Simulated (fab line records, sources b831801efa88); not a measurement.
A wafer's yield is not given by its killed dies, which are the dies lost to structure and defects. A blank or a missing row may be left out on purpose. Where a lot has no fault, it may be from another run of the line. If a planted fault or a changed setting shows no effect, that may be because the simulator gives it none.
Comparing a struck lot with a sound one + flow sky130 + 34 steps out of a route of 708
Sound: these wafers, L700.2, L700.3, L700.4. The struck wafers were L717.3, L717.4, L717.6. The cause is given at the end.
Per side, at each step with rows, come the tool, then ch with its chambers, and then its first start. Under that, the readings that differ: sound wafers + struck wafers + difference of the means + sigmas: that difference in standard deviations of wafers without a fault.
alike: same words and numbers on both sides, and readings whose means sit less than 2 such deviations apart. not compared: any withheld reading, any reading some wafer has no value for, any bound like >300 that may hide the same value, and any number with overlapping values for which the record gives no deviation.
A row with sigmas, a row that says differs or no value, or rows on one side alone: a step with any of these is where the two part. When numbers do not overlap yet have no deviation, they are printed without sigmas and do not part them. Lack of a reading on every wafer of one side parts them only where that side has two or more wafers.

first, 7 steps without rows for these wafers: SKY_SONOS_TUNNEL_DEVELOP_06 (develop time 60 s); SKY_SONOS_TUNNEL_IMPLANT_09; SKY_SONOS_TUNNEL_WET_ETCH_10 (etches SiO2 in dHF, target depth 14 nm, time 280 s); SKY_SONOS_TUNNEL_STRIP_11 (strips in SPM, time 600 s); SKY_SONOS_TUNNEL_CLEAN_13 (cleans in dHF, time 20 s); SKY_SONOS_ONO_OXIDATION_00 (stabilise 600 s, purge 300 s, target thk 2.6 nm); SKY_SONOS_ONO_CVD_02 (deposits Si3N4 from DCS/NH3, target thk 10.5 nm, time 180 s).
SKY_SONOS_ONO_CVD_04: deposits SiO2 from SiH4/N2O, target thk 5.7199 nm.
  sound on lpcvd-03 ch 1, day 12 15:08; struck on lpcvd-03 ch 0, day 18 10:04
| reading                                    | sound             | struck            | difference | sigmas |
|--------------------------------------------|-------------------|-------------------|------------|--------|
| model.SiO2_of_SONOS_ONO_CVD_04.thk_nm (nm) | 5.669 5.813 5.752 | 6.783 6.777 6.691 | +1.006     |        |
  alike: spike_tc_bottom_C
SKY_SONOS_ONO_THK_MEAS_05:
  sound: film_metro-04 at day 12 17:02; struck: film_metro-04 at day 18 11:20
| reading                   | sound          | struck         | difference | sigmas |
|---------------------------|----------------|----------------|------------|--------|
| SONOS_ONO_CVD_04_THK (nm) | 5.69 5.80 5.76 | 6.77 6.75 6.75 | +1.01      | +9     |
then, 23 steps without rows for these wafers: SKY_SONOS_ONO_DEHYDRATE_06 (time 60 s); SKY_SONOS_ONO_HMDS_07 (prime time 60 s); SKY_SONOS_ONO_COAT_08 (resist thk 1140 nm); SKY_SONOS_ONO_SOFTBAKE_09 (time 60 s); SKY_SONOS_ONO_EXPOSE_10 (exposes mask ONOM, target cd 410 nm); SKY_SONOS_ONO_PEB_11; SKY_SONOS_ONO_DEVELOP_12 (develop time 60 s); SKY_SONOS_ONO_ETCH_15 (etches the open film in CHF3/O2, target depth 19.52 nm, time 7.8 s); SKY_SONOS_ONO_WET_ETCH_16 (etches SiO2 in dHF, target depth 14 nm, time 280 s); SKY_SONOS_ONO_STRIP_17 (strips in O2/N2); SKY_SONOS_ONO_WET_ETCH_18 (etches Si3N4 in H3PO4, target depth 15 nm, time 172 s); SKY_GATE_OXIDE_CLEAN_00 (cleans in SC1/SC2, time 150 s); SKY_GATE_OXIDE_OXIDATION_01 (stabilise 600 s, purge 300 s, target thk 10.268 nm); SKY_GATE_OXIDE_DEHYDRATE_03 (time 60 s); SKY_GATE_OXIDE_HMDS_04 (prime time 60 s); SKY_GATE_OXIDE_COAT_05 (resist thk 1140 nm); SKY_GATE_OXIDE_SOFTBAKE_06 (time 60 s); SKY_GATE_OXIDE_EXPOSE_07 (exposes mask LVOM, target cd 600 nm); SKY_GATE_OXIDE_PEB_08; SKY_GATE_OXIDE_DEVELOP_09 (develop time 60 s); SKY_GATE_OXIDE_IMPLANT_11; SKY_GATE_OXIDE_WET_ETCH_12 (etches SiO2 in dHF, target depth 16.8 nm, time 336 s); SKY_GATE_OXIDE_STRIP_13 (strips in O2/N2).
-- the record jumps here: 3 days lie between the struck wafers' starts before and after --
SKY_GATE_OXIDE_CLEAN_15: cleans in SC1/SC2, time 150 s.
  sound on wet_bench-02 ch 2, day 15 00:02; struck on wet_bench-04 ch 2, day 21 03:23
| reading                                    | sound            | struck            | difference | sigmas |
|--------------------------------------------|------------------|-------------------|------------|--------|
| model.SiO2_of_SONOS_ONO_CVD_04.thk_nm (nm) | 4.136 4.28 4.221 | 5.264 5.249 5.164 | +1.013     |        |
  alike: bath_heat_duty_pct, temp_c
-- the record jumps here: 29 days lie between the struck wafers' starts before and after (it left off in module GATE_OXIDE and takes up again in module PAD_OPEN, whose first step shown is number 708 of the route) --
SKY_PAD_OPEN_PROBE_99:
  sound: prober-01 at day 46 18:50; struck: prober-02 at day 50 14:43
| reading                                     | sound                | struck               | difference | sigmas |
|---------------------------------------------|----------------------|----------------------|------------|--------|
| model.etest.sonos_erased.drive_ua_um        | 175.8 192.8 185.2    | 141.6 120.4 138.5    | -51.1      |        |
| model.etest.sonos_uncharged.r_on_ohm_um     | 806.9 797.3 818.2    | 859.2 857.2 854.2    | +49.4      |        |
| model.etest.sonos_programmed.off_log10_a_um | -14.09 -13.83 -13.99 | -12.07 -13.27 -13.4  | +1.06      |        |
| model.etest.cap_ono.gate_log10_a_cm2        | -7.873 -8.009 -7.912 | -9.277 -9.081 -9.047 | -1.204     |        |
| model.etest.cap_ono.gate_bv_v (V)           | 16.18 16.65 16.46    | 17.79 17.19 17.38    | +1.02      |        |
| model.etest.cap_ono.tox_acc_nm (nm)         | 12.85 12.9 12.91     | 13.98 13.84 13.75    | +0.97      |        |
| model.etest.sonos_programmed.vt_v (V)       | 1.47 1.381 1.443     | 0.8226 0.9481 0.9663 | -0.5190    |        |
| model.etest.sonos_erased.vt_v (V)           | -2.287 -2.285 -2.291 | -1.725 -1.763 -1.838 | +0.512     |        |
  alike: killed_at_M0_to_M3, killed_at_M4_up, killed_at_contacts, killed_at_front_end, killed_at_other, killed_dies, killed_open, killed_short

WHERE THEY PART
Within this record, at SKY_SONOS_ONO_THK_MEAS_05 only. Later steps at which nothing parts them and some readings are alike: SKY_GATE_OXIDE_CLEAN_15, SKY_PAD_OPEN_PROBE_99.

WHY: the cause the simulator had injected
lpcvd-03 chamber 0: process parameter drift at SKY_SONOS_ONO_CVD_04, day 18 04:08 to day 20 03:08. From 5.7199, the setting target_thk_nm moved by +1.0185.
